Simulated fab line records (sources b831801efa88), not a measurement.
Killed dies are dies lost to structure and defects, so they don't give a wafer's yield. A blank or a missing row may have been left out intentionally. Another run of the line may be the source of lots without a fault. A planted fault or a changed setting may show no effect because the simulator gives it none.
Chamber matching || flow sfq-line || cmp-01 running SFQ_TRILAYER_I0_CMP_CMP_028: 4 sister chambers
The step polishes SiO2. 4 wafers are shown with their chamber, then 7 later ones without.

== WAFERS PAIRED WITH THEIR CHAMBERS ==
{"wafer": "L353.5", "chamber": 2, "motor-current-A (A)": 11.5}
{"wafer": "L368.3", "chamber": 1, "motor-current-A (A)": 11.3}
{"wafer": "L370.2", "chamber": 3, "motor-current-A (A)": 11.2}
{"wafer": "L370.4", "chamber": 0, "motor-current-A (A)": 9.2}

== WAFERS MISSING THEIR CHAMBER ==
{"wafer": "L370.6", "motor-current-A (A)": 11.4}
{"wafer": "L371.2", "motor-current-A (A)": 12.6}
{"wafer": "L371.1", "motor-current-A (A)": 10.9}
{"wafer": "L371.5", "motor-current-A (A)": 11.2}
{"wafer": "L372.1", "motor-current-A (A)": 10.7}
{"wafer": "L372.2", "motor-current-A (A)": 11.5}
{"wafer": "L372.3", "motor-current-A (A)": 11.0}

== THE CHAMBER EACH PASSED THROUGH ==
{"wafer": "L370.6", "from the rows above": "can't be placed: 1 or 2 or 3", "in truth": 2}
{"wafer": "L371.2", "from the rows above": "can't be placed: 2 or 1 or 3", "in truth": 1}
{"wafer": "L371.1", "from the rows above": "can't be placed: 3 or 1 or 2", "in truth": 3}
{"wafer": "L371.5", "from the rows above": "can't be placed: 3 or 1 or 2", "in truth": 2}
{"wafer": "L372.1", "from the rows above": "can't be placed: 3 or 1 or 2", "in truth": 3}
{"wafer": "L372.2", "from the rows above": "can't be placed: 2 or 1 or 3", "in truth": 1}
{"wafer": "L372.3", "from the rows above": "can't be placed: 3 or 1 or 2", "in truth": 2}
Placed correctly: 0 of 7. Cannot be placed on the basis of these rows: 7; the candidates contain the true chamber in 7. 0 placed wrongly.
How it was worked out, from the rows above alone: a wafer's distance from a chamber is the root of the sum, over the readings, of the square of ((its reading less the chamber's mean) divided by the reading's scatter). The wafer belongs to the nearest chamber; if the next one is less than 2 further off, it can't be placed. Each chamber's mean is taken over the wafers shown for it. The scatter (one wafer shown for each chamber): square how far every hidden wafer sits from the nearest shown wafer, average those squares and take the square root.
